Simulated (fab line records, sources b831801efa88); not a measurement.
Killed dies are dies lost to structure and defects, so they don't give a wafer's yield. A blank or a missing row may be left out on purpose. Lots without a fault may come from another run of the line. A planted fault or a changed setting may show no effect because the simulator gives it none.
A struck lot beside a sound one | flow sky130 | 32 steps out of a route of 708
Sound: wafers L919.1, L919.2, L919.5. Struck: wafers L913.2, L913.4, L913.6. The cause comes at the end.
At each step with rows: each side's tool, then ch and its chambers, then its first start. Under that, the readings that differ: sound wafers | struck wafers | difference of the means | sigmas: that difference in standard deviations of wafers without a fault.
alike: readings whose means differ by less than 2 such deviations, and words and numbers that are the same on both sides. not compared: withheld readings, readings that some wafer has no value for, bounds like >300 that may hide the same value, and numbers for which the record gives no deviation and whose values overlap.
The two part at a step that has a row with sigmas, a row that says differs or no value, or rows on one side only. Numbers that don't overlap but have no deviation are shown without sigmas and don't part them. A reading that every wafer of one side lacks parts them only if that side has two wafers or more.

first, 4 steps without rows for these wafers: SKY_LOCAL_INTERCONNECT_SOFTBAKE_07 (time 90 s); SKY_LOCAL_INTERCONNECT_EXPOSE_08 (exposes mask LI1M, target cd 170 nm); SKY_LOCAL_INTERCONNECT_PEB_09; SKY_LOCAL_INTERCONNECT_DEVELOP_10 (develop time 60 s).
SKY_LOCAL_INTERCONNECT_CD_MEAS_11: target cd 170 nm.
  sound on cd_sem-01, day 37 13:15; struck on cd_sem-01, day 35 03:04
  alike: cd_nm
SKY_LOCAL_INTERCONNECT_OVL_MEAS_12:
  sound on overlay-02, day 37 13:22; struck on overlay-02, day 35 03:10
  alike: LOCAL_INTERCONNECT_OVL
then, 2 steps without rows for these wafers: SKY_LOCAL_INTERCONNECT_ETCH_13 (etches BARC in N2/H2, stops on SiO2, time 45.9 s, target depth 60 nm); SKY_LOCAL_INTERCONNECT_METAL_ETCH_14 (etches TiN in Cl2/BCl3, stops on PSG, target depth 110 nm, time 31.4 s).
SKY_LOCAL_INTERCONNECT_STRIP_15: strips in O2/N2.
  sound on plasma_asher-02 ch 0,1, day 37 13:38; struck on plasma_asher-02 ch 0,1, day 35 03:19
  alike: drypump_motor_current_A, oes_product_au, strip_time_to_endpoint_s
  not compared: rf_hours_counter_h
then, 3 steps without rows for these wafers: SKY_LOCAL_INTERCONNECT_STRIP_16 (strips in post etch residue remover, time 1200 s); SKY_LOCAL_INTERCONNECT_CLEAN_17 (cleans in IPA, time 180 s); SKY_LOCAL_INTERCONNECT_CLEAN_18 (cleans in O3/DIW).
SKY_CONTACT_CVD_00: deposits Si3N4, target thk 75 nm.
  sound on pecvd-02 ch 0,2, day 37 14:14; struck on pecvd-02 ch 0,1,2, day 35 03:55
  no value came back on the struck wafers for heater_power_outer_w (W), heater_power_w (W); on the sound wafers heater_power_outer_w (W) reads 381 354 338
then, 1 step without rows for these wafers: SKY_CONTACT_HDPCVD_02 (deposits SiO2, target thk 565 nm, time 94.2 s).
SKY_CONTACT_THK_MEAS_03:
  sound on film_metro-04, day 37 14:24; struck on film_metro-02, day 35 04:05
  alike: CONTACT_HDPCVD_THK
SKY_CONTACT_CMP_04: polishes SiO2.
  sound on cmp-01 ch 0,1,2, day 37 14:34; struck on cmp-01 ch 1,2,3, day 35 04:14
  alike: motor_current_A
SKY_CONTACT_BOW_MEAS_05:
  sound on film_metro-03, day 37 14:46; struck on film_metro-03, day 35 04:27
  alike: CONTACT_BOW
then, 8 steps without rows for these wafers: SKY_CONTACT_DEHYDRATE_06 (time 60 s); SKY_CONTACT_HMDS_07 (prime time 60 s); SKY_CONTACT_COAT_08 (resist thk 60 nm); SKY_CONTACT_COAT_09 (resist thk 446 nm); SKY_CONTACT_SOFTBAKE_10 (time 90 s); SKY_CONTACT_EXPOSE_11 (exposes mask CTM1, target cd 170 nm); SKY_CONTACT_PEB_12; SKY_CONTACT_DEVELOP_13 (develop time 60 s).
SKY_CONTACT_CD_MEAS_14: target cd 170 nm.
  sound on cd_sem-01, day 38 16:39; struck on cd_sem-01, day 36 06:58
  reading    | sound             | struck            | difference | sigmas
  cd_nm (nm) | 166.7 167.9 167.4 | 170.9 171.2 170.4 | +3.5       | +3
SKY_CONTACT_OVL_MEAS_15:
  sound on overlay-01, day 38 16:46; struck on overlay-02, day 36 07:05
  alike: CONTACT_OVL
SKY_CONTACT_ETCH_16: etches BARC in N2/H2, stops on SiO2, time 45.9 s, target depth 60 nm.
  sound on rie_diel-04 ch 0,1,2, day 38 16:49; struck on rie_diel-04 ch 1,2,3, day 36 07:07
  alike: drypump_motor_current_A, oes_product_au, throttle_valve_pct
  not compared: rf_hours_counter_h
SKY_CONTACT_ETCH_17: etches SiO2 in C4F8/O2/Ar, stops on Si3N4, target depth 340 nm.
  sound on rie_diel-04 ch 0,1,2, day 38 16:51; struck on rie_diel-04 ch 1,2,3, day 36 07:09
  alike: oes_product_au
SKY_CONTACT_ETCH_18: etches Si3N4 in CHF3/O2, stops on TiN, time 39 s, target depth 75 nm.
  sound on rie_diel-04 ch 0,1,2; struck on rie_diel-04 ch 1,2,3
  reading                  | sound             | struck            | difference | sigmas
  oes_product_au (a.u.)    | 0.838 0.850 0.857 | 0.375 0.378 0.372 | -0.473     | -56
  throttle_valve_pct (%)   | 8.789 8.805 8.781 | 8.681 8.696 8.672 | -0.109     | -12
  model.etch.depth_nm (nm) | 73.01 75.5 75.82  | 0 0 0             | -75        |
  alike: drypump_motor_current_A
  not compared: rf_hours_counter_h
SKY_CONTACT_STRIP_19: strips in O2/N2.
  sound on plasma_asher-04 ch 0,1, day 38 16:56; struck on plasma_asher-02 ch 0,1, day 36 07:14
  alike: drypump_motor_current_A, oes_product_au, strip_time_to_endpoint_s
  not compared: rf_hours_counter_h
-- the record jumps here: 13 days lie between the struck wafers' starts before and after (it left off in module CONTACT and takes up again in module PAD_OPEN, whose first step shown is number 708 of the route) --
SKY_PAD_OPEN_PROBE_99:
  sound on prober-01, day 50 20:50; struck on prober-02, day 49 05:43
  reading                          | sound | struck | difference | sigmas
  killed_at_other                  | 0 1 2 | 0 0 0  | -1         | -2
  model.etest.met1_comb.over_limit | 0 0 0 | 1 1 1  | +1         |
  alike: killed_at_M0_to_M3, killed_at_M4_up, killed_at_contacts, killed_at_front_end, killed_dies, killed_open, killed_short

WHERE THEY PART
First at SKY_CONTACT_CVD_00; last, within this record, at SKY_PAD_OPEN_PROBE_99.

WHY: what the simulator had put in
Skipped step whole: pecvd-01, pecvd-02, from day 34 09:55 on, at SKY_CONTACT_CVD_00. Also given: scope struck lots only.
